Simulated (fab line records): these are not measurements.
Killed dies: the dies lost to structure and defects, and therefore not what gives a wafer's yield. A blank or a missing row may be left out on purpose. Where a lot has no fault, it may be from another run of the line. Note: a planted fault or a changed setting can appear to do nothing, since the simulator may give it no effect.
fab line records -- flow sky130 -- part 2 of 2: steps 33 to 44 of 44
record lots=5, wafers=15, lastDay=50
route steps=708 shown VT_ADJUST_NCORE@127 VT_ADJUST_HVTR@131 VT_ADJUST_PCH@143 SONOS_TUNNEL@154 SONOS_ONO@168
lots that met no fault: taken from a fault-free run of the same line
startH: hours from the record's first day to the start of the lot's first wafer shown -- waitH: time in hours since the lot's previous step -- " identical to the entry in the row above -- L1.1+2: a row that stands for several wafers -- - either no value or no given start -- * or withheld: withheld -- < > ~ a bound
route shown NAME@n: a module of which the file shows steps, and the number in the route of the first -- usual: mean and standard deviation over wafers with no fault -- same: alike in all rows -- chamber/n: place in a boat -- sites: per-site readings -- _std_site: the values' standard deviation -- _edge_site: the outer-site mean with the inner-site mean subtracted -- radiusMm: for every site, how far away it sits from the centre of the wafer -- mask NAME#n: copy n -- behind: the most recent tool/chamber to have shaped the wafer -- hold: the reason the lot was held/the length of the hold in hours/how it ended -- device: whichever transistor did not switch (one of n, p or np) -- end of line: at the end of the route, the tests of the same wafers -- a step without rows: its recipe alone -- killed: dies that structure and defects cost at the first sort, which is not the same as the wafer's yield -- map: the dies of a wafer, with x for killed, . for not killed, _ for no die there
set.NAME: the run value of the setting; set.NAME@STEP: its run value at that earlier step -- model.NAME: the simulator's own value behind a step, which no gauge read
lots at some steps of the route; a table a step, a row a wafer
services: when a tool's chamber went out of use (startH, in hours from the record's first day, below 0 if earlier), for how many hours, and the reason
## steps
# step SKY_SONOS_TUNNEL_PEB_05
# recipe tempC=withheld, timeS=*, resist=NOVOLAK
lot.wafer,tool,chamber,startH,waitH
L075.1+4+5,lithoTrack-02,0,-,-
L077.2+5+6,lithoTrack-02,0,-,-
L082.1+3+5,lithoTrack-01,0,-,-
L083.2+3+5,lithoTrack-01,0,-,-
L096.1+2+3,lithoTrack-02,0,-,-
# step SKY_SONOS_TUNNEL_DEVELOP_06
# recipe resist=NOVOLAK, developer=TMAH, developTimeS=60, devTempC=23
lot.wafer,tool,chamber,startH,waitH
L075.1+4+5,lithoTrack-02,0,262.35,0.1
L077.2+5+6,lithoTrack-02,0,273.03,0.1
L082.1+3+5,lithoTrack-01,0,312.69,0.1
L083.2+3+5,lithoTrack-01,0,321.36,0.1
L096.1+2+3,lithoTrack-02,0,442.40,0.1
# step SKY_SONOS_TUNNEL_CD_MEAS_07
# recipe targetCdNm=410
# usual cdNm=410.2/2.2
lot.wafer,tool,chamber,startH,waitH,cdNm
L075.1,cdSem-01,-,262.50,0.1,407.7
L075.4,cdSem-01,-,262.50,0.1,408.2
L075.5,cdSem-01,-,262.50,0.1,409.7
L077.2,cdSem-02,-,273.17,0.1,410.1
L077.5,cdSem-02,-,273.17,0.1,408.9
L077.6,cdSem-02,-,273.17,0.1,408.8
L082.1,cdSem-01,-,312.84,0.1,406.9
L082.3,cdSem-01,-,312.84,0.1,407.4
L082.5,cdSem-01,-,312.84,0.1,408.4
L083.2,cdSem-01,-,321.51,0.1,415.7
L083.3,cdSem-01,-,321.51,0.1,413.0
L083.5,cdSem-01,-,321.51,0.1,415.5
L096.1,cdSem-02,-,442.55,0.1,409.6
L096.2,cdSem-02,-,442.55,0.1,408.4
L096.3,cdSem-02,-,442.55,0.1,406.4
# step SKY_SONOS_TUNNEL_OVL_MEAS_08
# usual SONOS_TUNNEL_OVL=0.4/1.4
lot.wafer,tool,chamber,startH,waitH,SONOS_TUNNEL_OVL[nm]
L075.1,overlay-01,-,262.62,0.1,2.3
L075.4,overlay-01,-,262.62,0.1,-0.5
L075.5,overlay-01,-,262.62,0.1,2.1
L077.2,overlay-01,-,273.28,0.1,0.8
L077.5,overlay-01,-,273.28,0.1,0.2
L077.6,overlay-01,-,273.28,0.1,0.1
L082.1,overlay-01,-,312.96,0.1,0.4
L082.3,overlay-01,-,312.96,0.1,-3.1
L082.5,overlay-01,-,312.96,0.1,-1.8
L083.2,overlay-02,-,321.61,0.1,-1.2
L083.3,overlay-02,-,321.61,0.1,0.8
L083.5,overlay-02,-,321.61,0.1,-0.2
L096.1,overlay-02,-,442.67,0.1,-0.9
L096.2,overlay-02,-,442.67,0.1,-0.7
L096.3,overlay-02,-,442.67,0.1,0.2
# step SKY_SONOS_TUNNEL_IMPLANT_09
# recipe species=B, energyKev=20, doseCm2=1e+12, tiltDeg=withheld
# usual beamOnS=9.98/0.21
lot.wafer,tool,chamber,startH,waitH,beamOnS
L075.1,implanter-01,0,262.66,0.0,9.78
L075.4,implanter-01,0,262.66,0.0,9.90
L075.5,implanter-01,0,262.66,0.0,10.26
L077.2,implanter-01,0,273.34,0.0,9.73
L077.5,implanter-01,0,273.34,0.0,10.11
L077.6,implanter-01,0,273.34,0.0,10.15
L082.1,implanter-04,0,312.99,0.0,9.79
L082.3,implanter-04,0,312.99,0.0,9.86
L082.5,implanter-04,0,312.99,0.0,9.91
L083.2,implanter-01,0,321.67,0.0,10.03
L083.3,implanter-01,0,321.67,0.0,10.05
L083.5,implanter-01,0,321.67,0.0,9.97
L096.1,implanter-01,0,442.71,0.0,9.84
L096.2,implanter-01,0,442.71,0.0,10.13
L096.3,implanter-01,0,442.71,0.0,10.26
# step SKY_SONOS_TUNNEL_WET_ETCH_10
# recipe chemistry=dHF, targetDepthNm=14, target=SiO2, dilution=100:1, tempC=25, timeS=280
lot.wafer,tool,chamber,startH,waitH
L075.1+4+5,wetBench-03,0,262.81,0.1
L077.2+5+6,wetBench-04,0,273.46,0.1
L082.1+3+5,wetBench-03,2,313.14,0.1
L083.2+3+5,wetBench-02,1,321.79,0.1
L096.1+2+3,wetBench-03,3,442.86,0.1
# step SKY_SONOS_TUNNEL_STRIP_11
# recipe chemistry=SPM, timeS=600, tempC=130
lot.wafer,tool,chamber,startH,waitH
L075.1+4+5,wetBench-04,1,262.90,0.0
L077.2+5+6,wetBench-02,2,273.55,0.0
L082.1+3+5,wetBench-04,0,313.23,0.0
L083.2+3+5,wetBench-03,2,321.89,0.0
L096.1+2+3,wetBench-04,1,442.95,0.0
# step SKY_SONOS_TUNNEL_TW_MEAS_12
# usual SONOS_TUNNEL_TW=196.3/1.8
lot.wafer,tool,chamber,startH,waitH,SONOS_TUNNEL_TW
L075.1,filmMetro-03,-,263.09,0.0,199.9
L075.4,filmMetro-03,-,263.09,0.0,199.9
L075.5,filmMetro-03,-,263.09,0.0,200.2
L077.2,filmMetro-01,-,273.73,0.0,196.0
L077.5,filmMetro-01,-,273.73,0.0,195.3
L077.6,filmMetro-01,-,273.73,0.0,195.5
L082.1,filmMetro-01,-,313.42,0.0,195.4
L082.3,filmMetro-01,-,313.42,0.0,194.2
L082.5,filmMetro-01,-,313.42,0.0,194.9
L083.2,filmMetro-03,-,322.09,0.0,199.2
L083.3,filmMetro-03,-,322.09,0.0,199.4
L083.5,filmMetro-03,-,322.09,0.0,200.5
L096.1,filmMetro-01,-,443.12,0.0,196.6
L096.2,filmMetro-01,-,443.12,0.0,196.4
L096.3,filmMetro-01,-,443.12,0.0,196.6
# step SKY_SONOS_TUNNEL_CLEAN_13
# recipe chemistry=dHF, timeS=20, dilution=100:1, dry=ipaMarangoni
lot.wafer,tool,chamber,startH,waitH
L075.1+4+5,wetBench-04,3,263.15,0.1
L077.2+5+6,wetBench-03,1,273.78,0.0
L082.1+3+5,wetBench-03,1,313.48,0.1
L083.2+3+5,wetBench-03,0,322.14,0.0
L096.1+2+3,wetBench-02,3,443.18,0.1
# step SKY_SONOS_ONO_OXIDATION_00
# recipe tempC=800, ambient=O2, idleTempC=700, rampUpCPerMin=10, rampDownCPerMin=3, stabiliseS=600, purgeS=300, targetThkA=26, oxTimeS=1249
# usual rampDownCPerMin=3.0000/0.00054
lot.wafer,tool,chamber,startH,waitH,rampDownCPerMin
L075.1,furnace-01,0,263.53,0.4,2.9994
L075.4,furnace-01,0,263.53,0.4,2.9992
L075.5,furnace-01,0,263.53,0.4,3.0005
L077.2,furnace-01,0,273.80,0.0,2.9992
L077.5,furnace-01,0,273.80,0.0,2.9996
L077.6,furnace-01,0,273.80,0.0,2.9994
L082.1,furnace-01,0,314.22,0.7,2.9993
L082.3,furnace-01,0,314.22,0.7,3.0005
L082.5,furnace-01,0,314.22,0.7,3.0007
L083.2,furnace-02,0,322.69,0.5,3.0001
L083.3,furnace-02,0,322.69,0.5,3.0003
L083.5,furnace-02,0,322.69,0.5,2.9995
L096.1,furnace-02,0,444.01,0.8,3.0005
L096.2,furnace-02,0,444.01,0.8,3.0006
L096.3,furnace-02,0,444.01,0.8,2.9999
# step SKY_SONOS_ONO_THK_MEAS_01
# recipe reads=SiO2_of_SONOS_ONO_OXIDATION_00
# usual SONOS_ONO_OXIDATION_THK=2.59/0.06
lot.wafer,tool,chamber,startH,waitH,SONOS_ONO_OXIDATION_THK[nm]
L075.1,filmMetro-01,-,264.88,0.0,2.60
L075.4,filmMetro-01,-,264.88,0.0,2.67
L075.5,filmMetro-01,-,264.88,0.0,2.65
L077.2,filmMetro-04,-,275.15,0.0,2.70
L077.5,filmMetro-04,-,275.15,0.0,2.66
L077.6,filmMetro-04,-,275.15,0.0,2.71
L082.1,filmMetro-01,-,315.57,0.0,2.65
L082.3,filmMetro-01,-,315.57,0.0,2.64
L082.5,filmMetro-01,-,315.57,0.0,2.62
L083.2,filmMetro-02,-,324.05,0.0,2.50
L083.3,filmMetro-02,-,324.05,0.0,2.43
L083.5,filmMetro-02,-,324.05,0.0,2.52
L096.1,filmMetro-04,-,445.36,0.0,2.55
L096.2,filmMetro-04,-,445.36,0.0,2.52
L096.3,filmMetro-04,-,445.36,0.0,2.52
# step SKY_SONOS_ONO_CVD_02
# recipe material=Si3N4, precursor=DCS/NH3, targetThkNm=10.5, tempC=770, timeS=180, pressureMtorr=250
# usual susceptorTempC=769.9/0.33
lot.wafer,tool,chamber,startH,waitH,susceptorTempC
L075.1,lpcvd-02,1,265.65,0.8,770.1
L075.4,lpcvd-02,1,265.65,0.8,769.9
L075.5,lpcvd-02,1,265.65,0.8,770.5
L077.2,lpcvd-02,0,275.20,0.0,770.3
L077.5,lpcvd-02,0,275.20,0.0,769.6
L077.6,lpcvd-02,0,275.20,0.0,770.1
L082.1,lpcvd-02,1,315.63,0.1,770.0
L082.3,lpcvd-02,1,315.63,0.1,770.1
L082.5,lpcvd-02,1,315.63,0.1,770.0
L083.2,lpcvd-02,1,338.46,14.4,769.7
L083.3,lpcvd-02,1,338.46,14.4,770.1
L083.5,lpcvd-02,1,338.46,14.4,769.6
L096.1,lpcvd-02,0,445.42,0.1,770.2
L096.2,lpcvd-02,0,445.42,0.1,769.8
L096.3,lpcvd-02,0,445.42,0.1,770.4
## services
tool,chamber,startH,hours,kind
implanter-01,-,183.72,6.3,repair
implanter-02,-,194.94,1.6,repair
plasmaAsher-03,-,213.50,2.7,repair
ilineStepper-01,-,241.78,8.9,pm
implanter-01,-,251.33,5.2,pm
furnace-01,-,255.04,2.7,pm
ilineStepper-01,-,265.63,1.7,pm
plasmaAsher-03,-,306.54,2.8,pm
implanter-04,-,308.66,3.3,pm
lpcvd-02,-,321.08,15.6,pm
ilineStepper-02,-,328.10,1.7,pm
implanter-02,-,328.30,1.6,repair
ilineStepper-02,-,352.42,4.4,pm
ilineStepper-01,-,353.13,2.0,repair
ilineStepper-02,-,364.95,4.3,pm
implanter-01,-,384.53,6.7,pm
ilineStepper-02,-,393.78,4.7,repair
plasmaAsher-02,-,403.98,2.8,pm
plasmaAsher-02,-,415.85,15.6,pm
implanter-01,-,419.65,0.6,repair
implanter-01,-,420.82,1.7,repair
lpcvd-02,-,423.73,0.8,repair
ilineStepper-02,-,424.57,2.7,repair
implanter-01,-,425.23,2.1,repair
